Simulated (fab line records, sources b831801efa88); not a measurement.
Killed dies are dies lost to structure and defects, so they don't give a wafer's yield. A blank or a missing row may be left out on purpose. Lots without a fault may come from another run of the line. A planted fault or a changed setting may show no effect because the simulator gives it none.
A struck lot beside a sound one | flow gf180mcu | 42 steps out of a route of 602
Sound: wafers L211.2, L211.5, L211.6. Struck: wafers L218.1, L218.4, L218.6. The cause comes at the end.
At each step with rows: each side's tool, then ch and its chambers, then its first start. Under that, the readings that differ: sound wafers | struck wafers | difference of the means | sigmas: that difference in standard deviations of wafers without a fault.
alike: readings whose means differ by less than 2 such deviations, and words and numbers that are the same on both sides. not compared: withheld readings, readings that some wafer has no value for, bounds like >300 that may hide the same value, and numbers for which the record gives no deviation and whose values overlap.
The two part at a step that has a row with sigmas, a row that says differs or no value, or rows on one side only. Numbers that don't overlap but have no deviation are shown without sigmas and don't part them. A reading that every wafer of one side lacks parts them only if that side has two wafers or more.

first, 1 step without rows for these wafers: GF_MVSD_IMPLANT_09.
GF_MVSD_STRIP_10: strips in O2/N2.
  sound on plasma_asher-01 ch 0,1, day 4 22:01; struck on plasma_asher-04 ch 0,1, day 6 16:28
  reading                      | sound             | struck            | difference | sigmas
  strip_time_to_endpoint_s (s) | 36.76 36.71 36.76 | 37.12 37.15 37.18 | +0.41      | +4
  alike: drypump_motor_current_A, heater_power_w, oes_product_au
  not compared: rf_hours_counter_h
GF_MVSD_TW_MEAS_11:
  sound on film_metro-01, day 4 22:08; struck on film_metro-01, day 6 16:34
  alike: MVSD_TW
then, 7 steps without rows for these wafers: GF_MVPSD_DEHYDRATE_00 (time 60 s); GF_MVPSD_HMDS_01 (prime time 60 s); GF_MVPSD_COAT_02 (resist thk 3000 nm); GF_MVPSD_SOFTBAKE_03; GF_MVPSD_EXPOSE_04 (exposes mask MVPSD, target cd 1000 nm); GF_MVPSD_PEB_05; GF_MVPSD_DEVELOP_06 (develop time 60 s).
GF_MVPSD_OVL_MEAS_07:
  sound on overlay-01, day 5 11:41; struck on overlay-01, day 7 07:32
  alike: MVPSD_OVL
then, 1 step without rows for these wafers: GF_MVPSD_IMPLANT_08.
GF_MVPSD_IMPLANT_09:
  sound on implanter-02 ch 0, day 5 11:53; struck on implanter-02, day 7 07:44
  no value came back on the struck wafers for beam_energy_keV, beam_on_s (s), implant_ion_amu; on the sound wafers beam_energy_keV reads 39.988 40.013 39.987
GF_MVPSD_STRIP_10: strips in O2/N2.
  sound on plasma_asher-03 ch 0,1, day 5 12:01; struck on plasma_asher-04 ch 0,1, day 7 07:53
  alike: drypump_motor_current_A, heater_power_w, oes_product_au, strip_time_to_endpoint_s
  not compared: rf_hours_counter_h
GF_MVPSD_TW_MEAS_11:
  sound on film_metro-03, day 5 12:08; struck on film_metro-04, day 7 08:12
  reading  | sound             | struck            | difference | sigmas
  MVPSD_TW | 556.9 557.5 556.0 | 524.5 523.9 525.0 | -32.3      | -12
  not compared: hold
then, 6 steps without rows for these wafers: GF_VT_IMPLANT_HMDS_01 (prime time 60 s); GF_VT_IMPLANT_COAT_02 (resist thk 1000 nm); GF_VT_IMPLANT_SOFTBAKE_03 (time 60 s); GF_VT_IMPLANT_EXPOSE_04 (exposes mask LVPWELL LV AREA, target cd 600 nm); GF_VT_IMPLANT_PEB_05; GF_VT_IMPLANT_DEVELOP_06 (develop time 60 s).
GF_VT_IMPLANT_OVL_MEAS_07:
  sound on overlay-01, day 6 02:09; struck on overlay-01, day 7 23:29
  alike: VT_IMPLANT_OVL
then, 1 step without rows for these wafers: GF_VT_IMPLANT_IMPLANT_08.
GF_VT_IMPLANT_STRIP_09: strips in O2/N2.
  sound on plasma_asher-01 ch 0,1, day 6 02:20; struck on plasma_asher-01 ch 0, day 7 23:41
  alike: drypump_motor_current_A, heater_power_w, oes_product_au, strip_time_to_endpoint_s
  not compared: rf_hours_counter_h
GF_VT_IMPLANT_TW_MEAS_10:
  sound on film_metro-02, day 6 02:26; struck on film_metro-03, day 7 23:47
  reading       | sound             | struck            | difference | sigmas
  VT_IMPLANT_TW | 563.2 563.1 561.3 | 573.3 572.3 568.6 | +8.9       | +3
then, 7 steps without rows for these wafers: GF_VT_IMPLANT_DEHYDRATE_11 (time 60 s); GF_VT_IMPLANT_HMDS_12 (prime time 60 s); GF_VT_IMPLANT_COAT_13 (resist thk 993.2 nm); GF_VT_IMPLANT_SOFTBAKE_14 (time 60 s); GF_VT_IMPLANT_EXPOSE_15 (exposes mask Nwell LV AREA, target cd 860 nm); GF_VT_IMPLANT_PEB_16; GF_VT_IMPLANT_DEVELOP_17 (develop time 60 s).
GF_VT_IMPLANT_OVL_MEAS_18:
  sound on overlay-01, day 6 16:33; struck on overlay-01, day 8 15:49
  alike: VT_IMPLANT_01_OVL
then, 1 step without rows for these wafers: GF_VT_IMPLANT_IMPLANT_19.
GF_VT_IMPLANT_STRIP_20: strips in O2/N2.
  sound on plasma_asher-03 ch 0,1, day 6 16:44; struck on plasma_asher-01 ch 0,1, day 8 15:59
  alike: drypump_motor_current_A, heater_power_w, oes_product_au, strip_time_to_endpoint_s
  not compared: rf_hours_counter_h
GF_VT_IMPLANT_TW_MEAS_21:
  sound on film_metro-04, day 6 16:50; struck on film_metro-02, day 8 16:05
  alike: VT_IMPLANT_2_TW
then, 5 steps without rows for these wafers: GF_VT_IMPLANT_DEHYDRATE_22 (time 60 s); GF_VT_IMPLANT_HMDS_23 (prime time 60 s); GF_VT_IMPLANT_COAT_24 (resist thk 1000 nm); GF_VT_IMPLANT_SOFTBAKE_25 (time 60 s); GF_VT_IMPLANT_EXPOSE_26 (exposes mask LVPWELL HV AREA, target cd 860 nm).
GF_VT_IMPLANT_RS_MEAS_49: measures by four-point-probe.
  sound on film_metro-04, day 8 01:01; struck on film_metro-01, day 10 03:32
  reading           | sound                | struck               | difference | sigmas
  MVPSD_RS (ohm/sq) | 1170.6 1168.8 1171.4 | 1539.1 1532.6 1531.3 | +364.1     | +99 or more
  not compared: hold

WHERE THEY PART
First at GF_MVSD_STRIP_10; last, within this record, at GF_VT_IMPLANT_RS_MEAS_49.

WHY: what the simulator had put in
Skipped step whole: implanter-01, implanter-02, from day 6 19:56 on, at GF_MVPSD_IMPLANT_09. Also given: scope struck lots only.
